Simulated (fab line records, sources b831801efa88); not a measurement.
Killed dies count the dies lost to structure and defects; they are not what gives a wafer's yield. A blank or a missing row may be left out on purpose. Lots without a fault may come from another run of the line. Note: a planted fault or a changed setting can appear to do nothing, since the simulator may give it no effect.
Which tool was responsible? :: flow sky130 :: 11 lots with 33 wafers sampled at 4 steps, on a route of 708 steps

WHAT THE GAUGES READ, wafer by wafer
SKY_METAL1_THK_MEAS_06: measures by xrf.
lot: L269
measured: day 31 15:01
on: film metro-03
METAL1_ALCU_THK (nm): 252 251 252

lot: L272
measured: day 33 00:56
on: film metro-01
METAL1_ALCU_THK (nm): 251 255 252

lot: L273
measured: day 34 03:55
on: film metro-04
METAL1_ALCU_THK (nm): 252 251 254

lot: L274
measured: day 34 07:01
on: film metro-04
METAL1_ALCU_THK (nm): 257 256 252

lot: L276
measured: day 34 21:43
on: film metro-03
METAL1_ALCU_THK (nm): 249 248 250

lot: L279
measured: day 35 00:04
on: film metro-01
METAL1_ALCU_THK (nm): 254 253 252

lot: L278
measured: day 35 01:28
on: film metro-03
METAL1_ALCU_THK (nm): 253 254 250

lot: L280
measured: day 35 13:14
on: film metro-03
METAL1_ALCU_THK (nm): 249 250 247

lot: L281
measured: day 35 21:40
on: film metro-03
METAL1_ALCU_THK (nm): 251 248 248

lot: L282
measured: day 36 03:50
on: film metro-03
METAL1_ALCU_THK (nm): 249 246 244

lot: L291
measured: day 38 22:07
on: film metro-01
METAL1_ALCU_THK (nm): 238 255 249

TOOL THAT RAN EACH LOT (tool first, then ch and the chambers of the sampled wafers, then the start)
lot: L269
SKY_RES_PROTECT_STRIP_07: plasma asher-01 ch 0,1, day 15 02:01
SKY_LOCAL_INTERCONNECT_SPUTTER_00: pvd sputter-02, day 29 02:44
SKY_METAL1_SPUTTER_04: pvd sputter-04, day 31 14:51

lot: L272
SKY_RES_PROTECT_STRIP_07: plasma asher-01 ch 0, day 16 13:25
SKY_LOCAL_INTERCONNECT_SPUTTER_00: pvd sputter-03, day 30 13:40
SKY_METAL1_SPUTTER_04: pvd sputter-03, day 33 00:46

lot: L273
SKY_RES_PROTECT_STRIP_07: plasma asher-01 ch 1, day 17 17:22
SKY_LOCAL_INTERCONNECT_SPUTTER_00: pvd sputter-04, day 31 17:35
SKY_METAL1_SPUTTER_04: pvd sputter-03, day 34 03:44

lot: L274
SKY_RES_PROTECT_STRIP_07: plasma asher-03 ch 0,1, day 17 22:09
SKY_LOCAL_INTERCONNECT_SPUTTER_00: pvd sputter-03, day 31 21:29
SKY_METAL1_SPUTTER_04: pvd sputter-01, day 34 06:49

lot: L276
SKY_RES_PROTECT_STRIP_07: plasma asher-03 ch 0,1, day 18 11:22
SKY_LOCAL_INTERCONNECT_SPUTTER_00: pvd sputter-02, day 32 13:12
SKY_METAL1_SPUTTER_04: pvd sputter-04, day 34 21:32

lot: L279
SKY_RES_PROTECT_STRIP_07: plasma asher-03 ch 0,1, day 18 17:28
SKY_LOCAL_INTERCONNECT_SPUTTER_00: pvd sputter-03, day 32 15:08
SKY_METAL1_SPUTTER_04: pvd sputter-01, day 34 23:54

lot: L278
SKY_RES_PROTECT_STRIP_07: plasma asher-02 ch 0,1, day 18 18:00
SKY_LOCAL_INTERCONNECT_SPUTTER_00: pvd sputter-02, day 32 15:44
SKY_METAL1_SPUTTER_04: pvd sputter-01, day 35 01:17

lot: L280
SKY_RES_PROTECT_STRIP_07: plasma asher-01 ch 0,1, day 19 06:25
SKY_LOCAL_INTERCONNECT_SPUTTER_00: pvd sputter-02, day 33 03:05
SKY_METAL1_SPUTTER_04: pvd sputter-04, day 35 13:03

lot: L281
SKY_RES_PROTECT_STRIP_07: plasma asher-03 ch 0,1, day 19 17:36
SKY_LOCAL_INTERCONNECT_SPUTTER_00: pvd sputter-03, day 33 12:20
SKY_METAL1_SPUTTER_04: pvd sputter-04, day 35 21:29

lot: L282
SKY_RES_PROTECT_STRIP_07: plasma asher-01 ch 0,1, day 20 04:39
SKY_LOCAL_INTERCONNECT_SPUTTER_00: pvd sputter-02, day 33 18:26
SKY_METAL1_SPUTTER_04: pvd sputter-03, day 36 03:38

lot: L291
SKY_RES_PROTECT_STRIP_07: plasma asher-01 ch 0,1, day 23 05:55
SKY_LOCAL_INTERCONNECT_SPUTTER_00: pvd sputter-02, day 36 15:13
SKY_METAL1_SPUTTER_04: pvd sputter-03, day 38 21:56
- SKY_RES_PROTECT_STRIP_07: strips in O2/N2.
- SKY_LOCAL_INTERCONNECT_SPUTTER_00: material TiN, target thk 100 nm, time 83.3 s.
- SKY_METAL1_SPUTTER_04: material TiN, target thk 70 nm, time 58.3 s.

THE ANSWER, worked out from the rows above alone
Rule: the lots themselves supply what counts as usual. The widest of any qualifying gaps counts: lots, ordered by their means at a reading, are off when they make up no more than a third of the lots, leave a main group of 4 or more, and stand apart from it by 3 or more times the standard deviation of that group's means. If all means in a main group match to the digits the tables above print for the reading, that group is not used. A lot without any number at a reading at which 4 lots or more have one is off too. Any other lot the step has rows for is counted as sound.
No lot is off at any reading shown: from this, nothing can be told.

WHAT THE SIMULATOR HAD INSERTED
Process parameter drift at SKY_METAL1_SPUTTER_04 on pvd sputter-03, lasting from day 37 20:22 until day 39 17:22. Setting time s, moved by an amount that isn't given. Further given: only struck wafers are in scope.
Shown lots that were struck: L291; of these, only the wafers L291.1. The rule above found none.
